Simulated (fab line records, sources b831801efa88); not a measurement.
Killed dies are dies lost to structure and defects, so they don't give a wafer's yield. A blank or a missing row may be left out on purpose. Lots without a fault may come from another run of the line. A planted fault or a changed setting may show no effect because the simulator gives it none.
Which tool did it? | flow gf180mcu | 15 lots, 42 wafers sampled, at 5 steps of a route of 602

WHAT THE GAUGES READ, wafer by wafer
GF_NSD_CD_MEAS_07: target cd 400 nm. Usual: cd_nm 399.8 nm, standard deviation 2.
lot  | measured     | on        | cd_nm (nm)        | flag
L800 | day 13 11:13 | cd_sem-01 | 401.5 401.9 401.2 |
L801 | day 13 22:16 | cd_sem-02 | 401.9 400.7 402.0 |
L802 | day 14 03:05 | cd_sem-02 | 397.8 400.3 398.0 |
L804 | day 14 20:49 | cd_sem-02 | 399.2 399.1 399.7 |
L805 | day 15 01:40 | cd_sem-02 | 396.8 397.6 396.3 |
L806 | day 15 14:50 | cd_sem-02 | 401.7 402.9 401.3 |
L807 | day 15 19:10 | cd_sem-02 | 401.0 402.6 403.6 |
L808 | day 15 23:02 | cd_sem-02 | 398.8 397.7 399.5 |
L810 | day 16 21:10 | cd_sem-02 | 400.2 402.4 401.6 |
L812 | day 17 11:19 | cd_sem-02 | 401.3 400.8 400.8 |
L813 | day 17 23:33 | cd_sem-01 | 397.5 399.8 399.5 |
L814 | day 18 04:07 | cd_sem-01 | 398.1 396.5       |
L819 | day 20 00:04 | cd_sem-01 | 401.5 398.5       |
L820 | day 20 08:10 | cd_sem-02 | 401.7 402.7       |
L823 | day 21 13:17 | cd_sem-01 | 399.7 399.3 400.8 |

WHICH TOOL RAN EACH LOT (tool, then ch and the chambers of the sampled wafers, then the start)
lot  | GF_STI_ETCH_14                  | GF_STI_STRIP_15                     | GF_POLY_GATE_ETCH_12               | GF_POLY_GATE_STRIP_14
L800 | rie_si-02 ch 0,1,3, day 2 02:10 | plasma_asher-01 ch 0,1, day 2 02:14 | rie_diel-02 ch 1,2,3, day 9 07:40  | plasma_asher-04 ch 0,1, day 9 07:46
L801 | rie_si-01 ch 1,3, day 2 06:07   | plasma_asher-01 ch 0,1, day 2 06:13 | rie_diel-02 ch 0,2, day 9 16:44    | plasma_asher-01 ch 0,1, day 9 16:52
L802 | rie_si-01 ch 1,2,3, day 2 12:05 | plasma_asher-01 ch 0,1, day 2 12:09 | rie_diel-04 ch 0,3, day 9 21:32    | plasma_asher-04 ch 0,1, day 9 21:38
L804 | rie_si-02 ch 1,2, day 2 22:04   | plasma_asher-02 ch 1, day 2 22:09   | rie_diel-02 ch 0,1,3, day 10 12:46 | plasma_asher-04 ch 0,1, day 10 12:52
L805 | rie_si-02 ch 2,3, day 3 03:10   | plasma_asher-02 ch 0,1, day 3 03:14 | rie_diel-02 ch 0,1,3, day 10 18:19 | plasma_asher-04 ch 0,1, day 10 18:25
L806 | rie_si-02 ch 0,2,3, day 3 09:40 | plasma_asher-04 ch 0, day 3 09:45   | rie_diel-02 ch 1,2,3, day 11 02:14 | plasma_asher-04 ch 0,1, day 11 02:20
L807 | rie_si-02 ch 0,2,3, day 3 15:31 | plasma_asher-04 ch 0,1, day 3 15:36 | rie_diel-04 ch 2,3, day 11 07:44   | plasma_asher-01 ch 1, day 11 07:50
L808 | rie_si-01 ch 0,2,3, day 3 18:22 | plasma_asher-01 ch 0,1, day 3 18:26 | rie_diel-01 ch 0,1, day 11 11:19   | plasma_asher-02 ch 0,1, day 11 11:25
L810 | rie_si-01 ch 0,1,3, day 4 06:25 | plasma_asher-04 ch 0,1, day 4 06:30 | rie_diel-02 ch 0,2,3, day 12 05:38 | plasma_asher-04 ch 0,1, day 12 05:44
L812 | rie_si-02 ch 0,2,3, day 4 16:58 | plasma_asher-01 ch 0,1, day 4 17:03 | rie_diel-02 ch 0,2,3, day 12 18:35 | plasma_asher-04 ch 0,1, day 12 18:41
L813 | rie_si-02 ch 0,3, day 4 22:20   | plasma_asher-02 ch 0,1, day 4 22:27 | rie_diel-01 ch 0,2,3, day 13 05:49 | plasma_asher-02 ch 0,1, day 13 05:57
L814 | rie_si-02 ch 0,2, day 5 01:46   | plasma_asher-01 ch 1, day 5 01:53   | rie_diel-04 ch 0,3, day 13 08:22   | plasma_asher-02 ch 0, day 13 08:41
L819 | rie_si-02 ch 0,2, day 6 03:31   | plasma_asher-02 ch 0, day 6 03:36   | rie_diel-01 ch 0,2, day 14 20:43   | plasma_asher-01 ch 0, day 14 20:49
L820 | rie_si-02 ch 1,3, day 6 09:43   | plasma_asher-04 ch 0,1, day 6 09:47 | rie_diel-01 ch 0,3, day 15 06:52   | plasma_asher-01 ch 0,1, day 15 06:58
L823 | rie_si-01 ch 0,3, day 7 00:55   | plasma_asher-02 ch 0,1, day 7 01:00 | rie_diel-04 ch 0,1,3, day 16 08:37 | plasma_asher-04 ch 0,1, day 16 08:43
- GF_STI_ETCH_14: etches Si in HBr/Cl2/O2, target depth 360 nm, time 102.9 s.
- GF_STI_STRIP_15: strips in O2/N2.
- GF_POLY_GATE_ETCH_12: etches BARC in N2/H2.
- GF_POLY_GATE_STRIP_14: strips in O2/N2.

WHAT THE TOOLS THEMSELVES READ (means of the sampled wafers that have a number; where no wafer has one, the mark that the record gives instead)
GF_STI_ETCH_14. Usual: drypump_motor_current_A 5.7 A, standard deviation 0.4; oes_product_au 1.007 a.u., standard deviation 0.0088; run_length_s 131.0 s, standard deviation 0.43; throttle_valve_pct 25.652 %, standard deviation 0.0097.
lot  | tool      | drypump_motor_current_A (A) | oes_product_au (a.u.) | run_length_s (s) | throttle_valve_pct (%) | flag
L800 | rie_si-02 | 5.5                         | 1.006                 | 131.3            | 25.650                 |
L801 | rie_si-01 | 5.5                         | 1.006                 | 131.2            | 25.650                 |
L802 | rie_si-01 | 5.5                         | 1.006                 | 131.1            | 25.651                 |
L804 | rie_si-02 | 5.6                         | 1.014                 | 131.0            | 25.648                 |
L805 | rie_si-02 | 5.8                         | 0.996                 | 130.6            | 25.657                 |
L806 | rie_si-02 | 5.5                         | 1.013                 | 130.7            | 25.647                 |
L807 | rie_si-02 | 5.5                         | 1.011                 | 130.5            | 25.648                 |
L808 | rie_si-01 | 5.9                         | 1.001                 | 131.1            | 25.652                 |
L810 | rie_si-01 | 5.9                         | 1.002                 | 131.0            | 25.652                 |
L812 | rie_si-02 | 5.5                         | 1.011                 | 130.8            | 25.649                 |
L813 | rie_si-02 | 5.4                         | 1.019                 | 130.7            | 25.646                 |
L814 | rie_si-02 | 5.3                         | 1.016                 | 110.2            | 25.652                 | OFF
L819 | rie_si-02 | 5.3                         | 1.008                 | 110.2            | 25.656                 | OFF
L820 | rie_si-02 | 5.7                         | 1.002                 | 90.5             | 25.657                 | OFF
L823 | rie_si-01 | 5.9                         | 1.014                 | 131.0            | 25.645                 |

GF_STI_STRIP_15. Usual: drypump_motor_current_A 5.9 A, standard deviation 0.32; heater_power_w 316 W, standard deviation 17; oes_product_au 0.383 a.u., standard deviation 0.0046; strip_time_to_endpoint_s 3.72 s, standard deviation 0.038.
lot  | tool            | drypump_motor_current_A (A) | heater_power_w (W) | oes_product_au (a.u.) | strip_time_to_endpoint_s (s) | flag
L800 | plasma_asher-01 | 5.8                         | 310                | 0.382                 | 3.70                         |
L801 | plasma_asher-01 | 5.8                         | 313                | 0.388                 | 3.76                         |
L802 | plasma_asher-01 | 6.0                         | 311                | 0.379                 | 3.70                         |
L804 | plasma_asher-02 | 5.7                         | 315                | 0.389                 | 3.69                         |
L805 | plasma_asher-02 | 6.0                         | 323                | 0.385                 | 3.72                         |
L806 | plasma_asher-04 | 6.1                         | 339                | 0.379                 | 3.71                         |
L807 | plasma_asher-04 | 5.7                         | 308                | 0.380                 | 3.68                         |
L808 | plasma_asher-01 | 6.0                         | 314                | 0.385                 | 3.78                         |
L810 | plasma_asher-04 | 5.9                         | 326                | 0.387                 | 3.71                         |
L812 | plasma_asher-01 | 5.8                         | 311                | 0.383                 | 3.72                         |
L813 | plasma_asher-02 | 6.2                         | 324                | 0.381                 | 3.70                         |
L814 | plasma_asher-01 | 6.1                         | 312                | 0.396                 | 3.95                         | OFF
L819 | plasma_asher-02 | 6.5                         | 330                | 0.392                 | 3.95                         | OFF
L820 | plasma_asher-04 | 5.8                         | 316                | 0.401                 | 4.19                         | OFF
L823 | plasma_asher-02 | 6.0                         | 316                | 0.381                 | 3.67                         |

GF_POLY_GATE_ETCH_12. Usual: drypump_motor_current_A 5.6 A, standard deviation 0.51; oes_product_au 0.736 a.u., standard deviation 0.0048; throttle_valve_pct 13.214 %, standard deviation 0.009.
lot  | tool        | drypump_motor_current_A (A) | oes_product_au (a.u.) | throttle_valve_pct (%) | flag
L800 | rie_diel-02 | 5.7                         | 0.731                 | 13.214                 |
L801 | rie_diel-02 | 4.9                         | 0.738                 | 13.220                 |
L802 | rie_diel-04 | 5.5                         | 0.735                 | 13.215                 |
L804 | rie_diel-02 | 5.6                         | 0.740                 | 13.222                 |
L805 | rie_diel-02 | 5.5                         | 0.733                 | 13.212                 |
L806 | rie_diel-02 | 5.7                         | 0.736                 | 13.210                 |
L807 | rie_diel-04 | 5.7                         | 0.734                 | 13.213                 |
L808 | rie_diel-01 | 4.9                         | 0.738                 | 13.215                 |
L810 | rie_diel-02 | 5.3                         | 0.735                 | 13.213                 |
L812 | rie_diel-02 | 5.3                         | 0.738                 | 13.209                 |
L813 | rie_diel-01 | 5.7                         | 0.733                 | 13.212                 |
L814 | rie_diel-04 | 5.6                         | 0.738                 | 13.207                 |
L819 | rie_diel-01 | 5.4                         | 0.739                 | 13.214                 |
L820 | rie_diel-01 | 5.7                         | 0.736                 | 13.204                 |
L823 | rie_diel-04 | 5.8                         | 0.732                 | 13.217                 |

GF_POLY_GATE_STRIP_14. Usual: drypump_motor_current_A 5.9 A, standard deviation 0.33; heater_power_w 316 W, standard deviation 19; oes_product_au 0.505 a.u., standard deviation 0.0045.
lot  | tool            | drypump_motor_current_A (A) | heater_power_w (W) | oes_product_au (a.u.) | flag
L800 | plasma_asher-04 | 5.7                         | 302                | 0.504                 |
L801 | plasma_asher-01 | 6.0                         | 316                | 0.507                 |
L802 | plasma_asher-04 | 5.7                         | 303                | 0.507                 |
L804 | plasma_asher-04 | 5.7                         | 304                | 0.501                 |
L805 | plasma_asher-04 | 5.7                         | 303                | 0.509                 |
L806 | plasma_asher-04 | 5.9                         | 327                | 0.507                 |
L807 | plasma_asher-01 | 6.1                         | 313                | 0.508                 |
L808 | plasma_asher-02 | 5.9                         | 324                | 0.497                 |
L810 | plasma_asher-04 | 5.7                         | 305                | 0.509                 |
L812 | plasma_asher-04 | 5.9                         | 322                | 0.503                 |
L813 | plasma_asher-02 | 6.2                         | 319                | 0.503                 |
L814 | plasma_asher-02 | 6.5                         | 331                | 0.506                 |
L819 | plasma_asher-01 | 5.7                         | 316                | 0.507                 |
L820 | plasma_asher-01 | 5.9                         | 316                | 0.502                 |
L823 | plasma_asher-04 | 5.9                         | 319                | 0.505                 |

THE ANSWER, worked out from the rows above alone
Rule: a lot is off if the mean of its wafers that have a number lies more than 3 standard deviations from the usual mean. A lot without any number at a reading at which 4 lots or more have one is off too. The other lots that the step has rows for count as sound. The gauges are gone through in route order, then the tools' own readings, and for those a lot's mean is taken as printed above. The first step at which some lot is off is used, and at that step the reading that is off furthest; a lot without a number counts as furthest.
Off: L814, L819, L820, at GF_STI_ETCH_14 (run_length_s).
A tool fits if, at that step or a process step before it, it ran every lot that is off, and no sound lot after the first of them. One fits: rie_si-02 at GF_STI_ETCH_14. Its last sound lot is L813 (day 4 22:20), its first lot that is off L814 (day 5 01:46): a fault that began between those two fits.
The tool's own readings at GF_STI_ETCH_14 bear it out: on the lots that are off they differ by more than 5 times the standard deviation of the sound lots' means. run_length_s reads 103.6 s there against 130.9 s on the sound lots.

WHAT THE SIMULATOR HAD PUT IN
Process parameter drift: rie_si-02, from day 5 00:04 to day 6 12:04, at GF_STI_ETCH_14. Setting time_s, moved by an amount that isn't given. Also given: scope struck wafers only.
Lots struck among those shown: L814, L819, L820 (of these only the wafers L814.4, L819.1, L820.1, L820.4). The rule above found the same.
